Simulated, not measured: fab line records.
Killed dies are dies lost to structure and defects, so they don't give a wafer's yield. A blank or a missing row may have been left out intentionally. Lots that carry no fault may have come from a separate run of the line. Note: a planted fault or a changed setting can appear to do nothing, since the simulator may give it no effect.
The tool behind it: which one?	flow gf180mcu	24 lots with 72 wafers sampled at 6 steps, on a route of 602 steps

== WHAT THE GAUGES READ, wafer by wafer ==
The record holds no reading of a measuring or inspecting step that can be judged against a usual standard deviation.

== WHICH TOOL RAN EACH LOT (tool, then ch and the chambers of the sampled wafers, then the start) ==
lot	GF_M2_STRIP_17	GF_M3_SPUTTER_04	GF_V3_ETCH_16	GF_M4_METAL_ETCH_16	GF_MIM_SPUTTER_03	GF_V5_ETCH_17
L074	plasma_asher-04 ch 0,1, day 19 04:22	pvd_sputter-03, day 20 07:08	rie_diel-03 ch 1,2,3, day 22 08:17	rie_metal-02 ch 0,1, day 23 08:53	pvd_sputter-02, day 24 10:28	rie_diel-02 ch 0,2, no start
L075	plasma_asher-04 ch 0,1, day 19 11:04	pvd_sputter-04, day 20 14:38	rie_diel-04 ch 0,1,3, day 22 15:32	rie_metal-03 ch 0,1, day 23 15:49	pvd_sputter-03, day 24 17:11	rie_diel-04 ch 1,2,3, no start
L076	plasma_asher-02 ch 0,1, day 19 17:12	pvd_sputter-04, day 20 20:20	rie_diel-03 ch 0,2,3, day 22 21:56	rie_metal-03 ch 0,1, day 23 22:31	pvd_sputter-02, day 24 23:39	rie_diel-02 ch 0,1,2, no start
L077	plasma_asher-01 ch 0,1, day 20 12:14	pvd_sputter-03, day 21 15:10	rie_diel-01 ch 1,2, day 23 14:41	rie_metal-04 ch 0,1, day 24 14:43	pvd_sputter-02, day 25 15:14	rie_diel-04 ch 1,2,3, no start
L078	plasma_asher-04 ch 0,1, day 20 18:54	pvd_sputter-04, day 21 21:29	rie_diel-04 ch 1,2, day 23 21:07	rie_metal-02 ch 0,1, day 24 21:08	pvd_sputter-03, day 25 20:55	rie_diel-01 ch 1,3, no start
L079	plasma_asher-02 ch 0,1, day 20 22:44	pvd_sputter-03, day 22 01:34	rie_diel-03 ch 0,2,3, day 24 00:47	rie_metal-04 ch 0,1, day 24 23:49	pvd_sputter-02, day 26 00:01	rie_diel-01 ch 0,2, no start
L080	plasma_asher-04 ch 0,1, day 21 13:22	pvd_sputter-04, day 22 15:47	rie_diel-04 ch 0,1,3, day 24 14:29	rie_metal-03 ch 0,1, day 25 14:11	pvd_sputter-04, day 26 14:31	rie_diel-01 ch 0,3, no start
L081	plasma_asher-01 ch 0, day 22 00:37	pvd_sputter-02, day 23 02:41	rie_diel-04 ch 0,1,2, day 25 00:38	rie_metal-03 ch 0,1, day 25 23:28	pvd_sputter-02, day 26 23:26	rie_diel-04 ch 0,3, no start
L082	plasma_asher-01 ch 0,1, day 22 04:46	pvd_sputter-02, day 23 05:55	rie_diel-01 ch 1,2, day 25 03:38	rie_metal-04 ch 0,1, day 26 02:50	pvd_sputter-04, day 27 02:10	rie_diel-04 ch 0,2,3, no start
L083	plasma_asher-02 ch 0,1, day 22 15:56	pvd_sputter-04, day 23 18:26	rie_diel-03 ch 0,1, day 25 15:38	rie_metal-03 ch 1, day 26 14:10	pvd_sputter-03, day 27 14:13	rie_diel-04 ch 0,1, no start
L084	plasma_asher-01 ch 0,1, day 22 23:59	pvd_sputter-02, day 24 01:10	rie_diel-04 ch 0,3, day 25 22:32	rie_metal-02 ch 0,1, day 26 21:01	pvd_sputter-02, day 27 20:35	rie_diel-04 ch 0,3, no start
L085	plasma_asher-02 ch 0,1, day 23 06:19	pvd_sputter-04, day 24 07:31	rie_diel-04 ch 0,2,3, day 26 04:20	rie_metal-04 ch 0,1, day 27 02:51	pvd_sputter-03, day 28 01:18	rie_diel-04 ch 1,2,3, no start
L086	plasma_asher-04 ch 0,1, day 23 14:50	pvd_sputter-02, day 24 15:14	rie_diel-03 ch 1,3, day 26 11:41	rie_metal-02 ch 1, day 27 09:48	pvd_sputter-03, day 28 08:52	rie_diel-02 ch 0,1,2, no start
L087	plasma_asher-01 ch 0,1, day 23 23:47	pvd_sputter-04, day 25 00:42	rie_diel-03 ch 0,2,3, day 26 20:29	rie_metal-02 ch 0,1, day 27 18:15	pvd_sputter-04, day 28 17:11	rie_diel-01 ch 0,1,3, no start
L088	plasma_asher-02 ch 0,1, day 24 05:52	pvd_sputter-02, day 25 06:47	rie_diel-04 ch 0,2,3, day 27 01:09	rie_metal-03 ch 0,1, day 27 23:17	pvd_sputter-03, day 28 22:17	rie_diel-01 ch 1,2,3, no start
L089	plasma_asher-04 ch 0,1, day 24 19:35	pvd_sputter-04, day 25 19:40	rie_diel-04 ch 1,2, day 27 14:23	rie_metal-04 ch 0,1, day 28 11:07	pvd_sputter-02, day 29 09:40	rie_diel-01 ch 0,1, no start
L090	plasma_asher-02 ch 0,1, day 24 21:41	pvd_sputter-02, day 25 21:43	rie_diel-03 ch 1,2,3, day 27 16:17	rie_metal-04 ch 0,1, day 28 13:49	pvd_sputter-02, day 29 12:01	rie_diel-04 ch 1,3, no start
L091	plasma_asher-04 ch 0,1, day 25 03:38	pvd_sputter-02, day 26 03:11	rie_diel-01 ch 0,1, day 27 21:35	rie_metal-04 ch 0,1, day 28 18:31	pvd_sputter-03, day 29 15:56	rie_diel-04 ch 0,1, no start
L092	plasma_asher-02 ch 0,1, day 25 12:27	pvd_sputter-03, day 26 12:08	rie_diel-01 ch 0,1,2, day 28 05:08	rie_metal-03 ch 0,1, day 29 01:59	pvd_sputter-04, day 29 23:31	rie_diel-02 ch 0,1,2, no start
L093	plasma_asher-02 ch 0,1, day 25 22:04	pvd_sputter-03, day 26 21:34	rie_diel-04 ch 0,1,3, day 28 14:39	rie_metal-02 ch 0,1, day 29 11:46	pvd_sputter-02, day 30 09:25	rie_diel-04 ch 0,2, no start
L094	plasma_asher-04 ch 0,1, day 26 06:41	pvd_sputter-04, day 27 06:05	rie_diel-03 ch 1,3, day 28 22:11	rie_metal-04 ch 0,1, day 29 18:37	pvd_sputter-02, day 30 16:02	rie_diel-01 ch 1,2, no start
L095	plasma_asher-04 ch 0,1, day 26 11:41	pvd_sputter-04, day 27 11:01	rie_diel-04 ch 0,2, day 29 04:06	rie_metal-04 ch 0,1, day 30 00:20	pvd_sputter-02, day 30 22:43	rie_diel-02 ch 0,2, no start
L096	plasma_asher-02 ch 0,1, day 26 21:06	pvd_sputter-03, day 27 20:08	rie_diel-01 ch 2,3, day 29 12:23	rie_metal-02 ch 0,1, day 30 08:49	pvd_sputter-04, day 31 06:17	rie_diel-04 ch 2,3, no start
L097	plasma_asher-01 ch 0,1, day 27 05:31	pvd_sputter-03, day 28 04:44	rie_diel-01 ch 0,2, day 29 20:20	rie_metal-02 ch 0,1, day 30 16:26	pvd_sputter-03, day 31 13:04	rie_diel-02 ch 0,1,3, no start
- GF_M2_STRIP_17: strips in O2/N2.
- GF_M3_SPUTTER_04: material TiN, target thk 50 nm, time 41.7 s.
- GF_V3_ETCH_16: etches BARC in N2/H2.
- GF_M4_METAL_ETCH_16: etches the open film in Cl2/BCl3, stops on SiO2, target depth 750.8 nm, time 125.1 s.
- GF_MIM_SPUTTER_03: material Ti, target thk 10 nm, time 6.7 s.
- GF_V5_ETCH_17: etches SiO2 in C4F8/O2/Ar, stops on TiN, target depth 855 nm.

== WHAT THE TOOLS THEMSELVES READ (means of the sampled wafers that have a number; where no wafer has one, the mark that the record gives instead) ==
GF_M2_STRIP_17. Usual: drypump_motor_current_A 5.4 A, standard deviation 0.49; heater_power_w 310 W, standard deviation 31; oes_product_au 0.537 a.u., standard deviation 0.0048; strip_time_to_endpoint_s 7.37 s, standard deviation 0.053.
lot	tool	drypump_motor_current_A (A)	heater_power_w (W)	oes_product_au (a.u.)	strip_time_to_endpoint_s (s)	flag
L074	plasma_asher-04	5.0	340	0.537	7.34	
L075	plasma_asher-04	5.0	330	0.543	7.43	
L076	plasma_asher-02	5.6	279	0.542	7.39	
L077	plasma_asher-01	6.2	314	0.534	7.33	
L078	plasma_asher-04	5.1	312	0.537	7.32	
L079	plasma_asher-02	5.5	291	0.534	7.35	
L080	plasma_asher-04	5.0	318	0.531	7.31	
L081	plasma_asher-01	6.5	310	0.533	7.26	
L082	plasma_asher-01	5.7	327	0.542	7.47	
L083	plasma_asher-02	5.6	279	0.537	7.41	
L084	plasma_asher-01	5.6	327	0.538	7.34	
L085	plasma_asher-02	5.4	293	0.533	7.36	
L086	plasma_asher-04	5.1	315	0.535	7.31	
L087	plasma_asher-01	6.1	318	0.541	7.38	
L088	plasma_asher-02	5.6	280	0.536	7.38	
L089	plasma_asher-04	5.0	332	0.539	7.38	
L090	plasma_asher-02	5.5	275	0.540	7.41	
L091	plasma_asher-04	5.0	336	0.539	7.40	
L092	plasma_asher-02	5.4	293	0.533	7.31	
L093	plasma_asher-02	5.6	283	0.543	7.45	
L094	plasma_asher-04	5.0	314	0.538	7.36	
L095	plasma_asher-04	5.0	314	0.541	7.41	
L096	plasma_asher-02	5.6	284	0.537	7.39	
L097	plasma_asher-01	6.2	320	0.534	7.40	

GF_M3_SPUTTER_04. Usual: throttle_valve_pct reads 29.6 % (standard deviation 0.86).
lot	tool	throttle_valve_pct (%)	flag
L074	pvd_sputter-03	30.4	
L075	pvd_sputter-04	29.7	
L076	pvd_sputter-04	29.8	
L077	pvd_sputter-03	29.7	
L078	pvd_sputter-04	29.9	
L079	pvd_sputter-03	30.3	
L080	pvd_sputter-04	30.0	
L081	pvd_sputter-02	28.6	
L082	pvd_sputter-02	28.5	
L083	pvd_sputter-04	29.5	
L084	pvd_sputter-02	28.9	
L085	pvd_sputter-04	29.8	
L086	pvd_sputter-02	28.6	
L087	pvd_sputter-04	29.6	
L088	pvd_sputter-02	28.8	
L089	pvd_sputter-04	29.8	
L090	pvd_sputter-02	28.7	
L091	pvd_sputter-02	29.0	
L092	pvd_sputter-03	30.4	
L093	pvd_sputter-03	30.5	
L094	pvd_sputter-04	29.3	
L095	pvd_sputter-04	29.5	
L096	pvd_sputter-03	30.3	
L097	pvd_sputter-03	29.7	

GF_V3_ETCH_16. Usual: drypump_motor_current_A 5.6 A, standard deviation 0.56; oes_product_au 0.855 a.u., standard deviation 0.0049; throttle_valve_pct 13.225 %, standard deviation 0.0092.
lot	tool	drypump_motor_current_A (A)	oes_product_au (a.u.)	throttle_valve_pct (%)	flag
L074	rie_diel-03	5.8	0.861	13.229	
L075	rie_diel-04	5.4	0.854	13.225	
L076	rie_diel-03	5.8	0.857	13.227	
L077	rie_diel-01	5.6	0.854	13.216	
L078	rie_diel-04	5.9	0.858	13.229	
L079	rie_diel-03	5.8	0.857	13.226	
L080	rie_diel-04	5.5	0.854	13.222	
L081	rie_diel-04	5.6	0.856	13.235	
L082	rie_diel-01	5.3	0.849	13.224	
L083	rie_diel-03	5.1	0.853	13.230	
L084	rie_diel-04	5.1	0.854	13.224	
L085	rie_diel-04	5.4	0.855	13.216	
L086	rie_diel-03	5.4	0.853	13.221	
L087	rie_diel-03	5.8	0.859	13.228	
L088	rie_diel-04	5.4	0.854	13.225	
L089	rie_diel-04	5.9	0.856	13.226	
L090	rie_diel-03	5.8	0.855	13.226	
L091	rie_diel-01	5.9	0.859	13.225	
L092	rie_diel-01	5.6	0.857	13.216	
L093	rie_diel-04	5.4	0.853	13.235	
L094	rie_diel-03	5.4	0.853	13.237	
L095	rie_diel-04	5.2	0.852	13.225	
L096	rie_diel-01	5.6	0.856	13.229	
L097	rie_diel-01	5.6	0.853	13.227	

GF_M4_METAL_ETCH_16. Usual: drypump_motor_current_A 5.7 A, standard deviation 0.39; oes_product_au 0.991 a.u., standard deviation 0.0054; throttle_valve_pct 28.229 %, standard deviation 0.0094.
lot	tool	drypump_motor_current_A (A)	oes_product_au (a.u.)	throttle_valve_pct (%)	flag
L074	rie_metal-02	5.7	0.981	28.228	
L075	rie_metal-03	5.7	0.988	28.233	
L076	rie_metal-03	5.4	0.996	28.236	
L077	rie_metal-04	6.0	0.991	28.220	
L078	rie_metal-02	5.7	0.986	28.239	
L079	rie_metal-04	5.6	0.996	28.228	
L080	rie_metal-03	5.6	0.998	28.228	
L081	rie_metal-03	5.4	0.990	28.232	
L082	rie_metal-04	6.0	0.995	28.222	
L083	rie_metal-03	5.9	0.992	28.242	
L084	rie_metal-02	5.7	0.987	28.224	
L085	rie_metal-04	5.7	0.997	28.224	
L086	rie_metal-02	5.5	0.987	28.229	
L087	rie_metal-02	5.7	0.989	28.230	
L088	rie_metal-03	5.6	0.991	28.229	
L089	rie_metal-04	5.7	0.995	28.221	
L090	rie_metal-04	6.0	0.992	28.223	
L091	rie_metal-04	6.0	0.995	28.235	
L092	rie_metal-03	5.4	0.990	28.226	
L093	rie_metal-02	5.9	0.987	28.230	
L094	rie_metal-04	6.0	0.993	28.223	
L095	rie_metal-04	5.9	0.990	28.229	
L096	rie_metal-02	5.9	0.986	28.235	
L097	rie_metal-02	5.7	0.989	28.236	

GF_MIM_SPUTTER_03. Usual: throttle_valve_pct reads 29.5 % (standard deviation 0.92).
lot	tool	throttle_valve_pct (%)	flag
L074	pvd_sputter-02	28.7	
L075	pvd_sputter-03	30.5	
L076	pvd_sputter-02	29.0	
L077	pvd_sputter-02	28.9	
L078	pvd_sputter-03	29.4	
L079	pvd_sputter-02	29.0	
L080	pvd_sputter-04	29.8	
L081	pvd_sputter-02	28.6	
L082	pvd_sputter-04	29.9	
L083	pvd_sputter-03	30.1	
L084	pvd_sputter-02	28.7	
L085	pvd_sputter-03	30.5	
L086	pvd_sputter-03	29.6	
L087	pvd_sputter-04	29.4	
L088	pvd_sputter-03	31.3	
L089	pvd_sputter-02	28.8	
L090	pvd_sputter-02	29.3	
L091	pvd_sputter-03	30.2	
L092	pvd_sputter-04	29.5	
L093	pvd_sputter-02	28.9	
L094	pvd_sputter-02	29.1	
L095	pvd_sputter-02	28.5	
L096	pvd_sputter-04	29.9	
L097	pvd_sputter-03	29.5	

GF_V5_ETCH_17. Usual: oes_product_au reads 0.860 a.u. (standard deviation 0.0045).
lot	tool	oes_product_au (a.u.)	flag
L074	rie_diel-02	0.857	
L075	rie_diel-04	0.863	
L076	rie_diel-02	0.861	
L077	rie_diel-04	0.864	
L078	rie_diel-01	0.859	
L079	rie_diel-01	0.858	
L080	rie_diel-01	0.861	
L081	rie_diel-04	0.868	
L082	rie_diel-04	0.859	
L083	rie_diel-04	0.863	
L084	rie_diel-04	0.865	
L085	rie_diel-04	0.857	
L086	rie_diel-02	0.858	
L087	rie_diel-01	0.858	
L088	rie_diel-01	0.858	
L089	rie_diel-01	0.862	
L090	rie_diel-04	0.862	
L091	rie_diel-04	0.858	
L092	rie_diel-02	0.861	
L093	rie_diel-04	0.857	
L094	rie_diel-01	0.861	
L095	rie_diel-02	0.859	
L096	rie_diel-04	0.859	
L097	rie_diel-02	0.860	

== THE ANSWER, worked out from the rows above alone ==
Rule: take the mean of a lot's wafers that have a number; if it is more than 3 standard deviations from the usual mean, the lot is off. A lot without any number at a reading at which 4 lots or more have one is off too. Where the step has rows for the other lots, those lots are counted as sound. Order of review: gauges by route order, followed by the tools' own readings, for which a lot's mean as printed above is used. At the first step where some lot is off, the reading lying furthest off is the one used; lots without a number count as furthest.
Nothing can be told from this: no lot is off at any reading shown.

== WHAT WAS PUT IN BY THE SIMULATOR ==
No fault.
